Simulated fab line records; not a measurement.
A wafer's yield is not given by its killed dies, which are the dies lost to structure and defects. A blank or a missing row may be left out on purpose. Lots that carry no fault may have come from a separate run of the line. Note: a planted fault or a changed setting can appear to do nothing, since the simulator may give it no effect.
The tool behind it: which one?	flow gf180mcu	12 lots (36 wafers sampled), 1 step of a 602-step route

== WHAT EACH GAUGE READ, for each wafer ==
GF_MVPSD_OVL_MEAS_07.
lot	measured	on	MVPSD_OVL (nm)
L075	day 5 06:46	overlay-02	1.1 1.3 0.8
L077	day 5 18:31	overlay-02	-2.4 -2.3 -1.2
L079	day 6 10:45	overlay-02	0.3 0.5 -1.0
L081	day 6 19:23	overlay-01	0.8 1.6 -1.8
L083	day 7 09:50	overlay-01	-2.0 -0.3 -0.5
L085	day 7 21:15	overlay-01	0.9 0.1 -0.2
L087	day 8 07:34	overlay-02	-0.9 0.0 -1.1
L089	day 8 19:25	overlay-02	-1.4 -0.6 -2.6
L091	day 9 06:31	overlay-01	1.3 0.4 -0.5
L093	day 10 00:01	overlay-02	-2.4 -1.2 -1.4
L095	day 10 08:31	overlay-01	-0.1 -2.0 0.3
L097	day 10 19:00	overlay-01	3.2 0.1 2.3

== WHAT TOOL EACH LOT RAN ON (gives the tool, then ch and the chambers of the sampled wafers, and finally the start) ==
There is no process step in the record ahead of these readings.

== THE ANSWER, worked out from the rows above alone ==
Rule: the lots themselves supply what counts as usual. The widest of any qualifying gaps counts: lots, ordered by their means at a reading, are off when they make up no more than a third of the lots, leave a main group of 4 or more, and stand apart from it by 3 or more times the standard deviation of that group's means. If all means in a main group match to the digits the tables above print for the reading, that group is not used. Also off: a lot with no number at a reading for which 4 or more lots have one. Where the step has rows for the other lots, those lots are counted as sound.
Nothing can be told from this: no lot is off at any reading shown.

== WHAT HAD BEEN PUT IN BY THE SIMULATOR ==
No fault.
